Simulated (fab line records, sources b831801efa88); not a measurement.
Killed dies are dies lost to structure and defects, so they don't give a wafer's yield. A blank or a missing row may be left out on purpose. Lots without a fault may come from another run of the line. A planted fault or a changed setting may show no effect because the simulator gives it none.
Chamber matching | flow sfq_line | SFQ_TRILAYER_I4_CMP_CMP_100 on cmp-02: 4 sister chambers
The step polishes SiO2. 8 wafers are shown with their chamber, then 9 later ones without.

WAFERS WITH THEIR CHAMBER
wafer  | chamber | motor_current_A (A) | time_to_endpoint_s (s)
L760.2 | 0       | 10.7                | 221
L768.2 | 0       | 10.7                | 214
L770.3 | 2       | 7.7                 | 211
L771.1 | 1       | 10.1                | 203
L771.6 | 3       | 11.0                | 213
L773.3 | 3       | 11.2                | 212
L773.5 | 1       | 10.3                | 219
L773.6 | 2       | 8.0                 | 227

WAFERS WITHOUT THEIR CHAMBER
wafer  | motor_current_A (A) | time_to_endpoint_s (s)
L777.1 | 7.6                 | 215
L777.3 | 11.5                | 204
L777.6 | 8.4                 | 216
L780.2 | 10.6                | 212
L780.4 | 9.6                 | 213
L780.6 | 10.3                | 218
L781.3 | 7.9                 | 208
L781.4 | 9.8                 | 208
L781.5 | 11.3                | 200

WHICH CHAMBER EACH WENT THROUGH
wafer  | from the rows above     | in truth
L777.1 | 2                       | 2
L777.3 | 3                       | 3
L777.6 | 2                       | 2
L780.2 | can't be placed: 0 or 1 | 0
L780.4 | 1                       | 1
L780.6 | can't be placed: 1 or 0 | 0
L781.3 | 2                       | 2
L781.4 | 1                       | 1
L781.5 | 3                       | 3
Placed correctly: 7 of 9. Can't be placed from these rows: 2 (the true chamber is among the candidates in 2). Placed wrongly: 0.
How it was worked out, from the rows above alone: a wafer's distance from a chamber is the root of the sum, over the readings, of the square of ((its reading less the chamber's mean) divided by the reading's scatter). The wafer belongs to the nearest chamber; if the next one is less than 2 further off, it can't be placed. A chamber's mean is the mean of its shown wafers. The scatter: the root of (the sum of the squares of (reading less its chamber's mean) over the shown wafers, divided by (wafers less chambers)).
